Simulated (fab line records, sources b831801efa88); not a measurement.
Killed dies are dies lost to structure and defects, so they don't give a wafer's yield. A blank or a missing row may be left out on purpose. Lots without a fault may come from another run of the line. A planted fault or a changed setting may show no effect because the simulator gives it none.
Chamber matching | flow sky130 | SKY_VIA1_CMP_02 on cmp-02: 4 sister chambers
The step polishes SiO2. 14 wafers are shown with their chamber, then 7 later ones without.

WAFERS WITH THEIR CHAMBER
wafer  | chamber | motor_current_A (A) | retaining_ring_pressure_frac
L163.1 | 2       | 12.8                | 1.003
L163.2 | 3       | 11.9                | 0.994
L163.3 | 0       | 12.4                | 1.002
L165.4 | 1       | 11.8                | 1.002
L165.5 | 2       | 12.6                | 1.004
L165.6 | 1       | 12.1                | 1.000
L167.1 | 0       | 12.6                | 0.996
L167.3 | 2       | 13.4                | 1.001
L167.6 | 2       | 12.4                | 0.991
L172.2 | 3       | 12.1                | 0.992
L172.3 | 1       | 12.0                | 1.006
L172.4 | 0       | 12.8                | 1.005
L173.3 | 1       | 11.6                | 1.001
L173.5 | 0       | 12.5                | 1.002

SIGNATURES (means of the wafers above)
reading                      | chamber 0 | chamber 1 | chamber 2 | chamber 3 | scatter within a chamber
motor_current_A              | 12.575    | 11.875    | 12.800    | 12.000    | 0.285
retaining_ring_pressure_frac | 1.00125   | 1.00225   | 0.99975   | 0.99300   | 0.00415
Rule: a wafer's distance from a chamber is the root of the sum, over the readings, of the square of ((its reading less the chamber's mean) divided by the reading's scatter). The wafer belongs to the nearest chamber; if the next one is less than 2 further off, it can't be placed. The scatter: the root of (the sum of the squares of (reading less its chamber's mean) over the shown wafers, divided by (wafers less chambers)).

WAFERS WITHOUT THEIR CHAMBER
wafer  | motor_current_A (A) | retaining_ring_pressure_frac
L173.6 | 12.0                | 0.997
L176.2 | 12.3                | 1.004
L176.3 | 11.7                | 1.005
L176.4 | 12.9                | 1.000
L181.1 | 13.0                | 1.012
L181.3 | 12.4                | 0.994
L181.6 | 13.7                | 1.005

WHICH CHAMBER EACH WENT THROUGH
wafer  | from the rows above               | in truth
L173.6 | can't be placed: 3 or 1 or 0 or 2 | 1
L176.2 | can't be placed: 0 or 1 or 2 or 3 | 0
L176.3 | 1                                 | 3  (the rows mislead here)
L176.4 | can't be placed: 2 or 0           | 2
L181.1 | can't be placed: 0 or 2 or 1      | 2
L181.3 | can't be placed: 3 or 0 or 2 or 1 | 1
L181.6 | can't be placed: 2 or 0           | 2
Placed correctly: 0 of 7. Can't be placed from these rows: 6 (the true chamber is among the candidates in 6). Placed wrongly: 1.
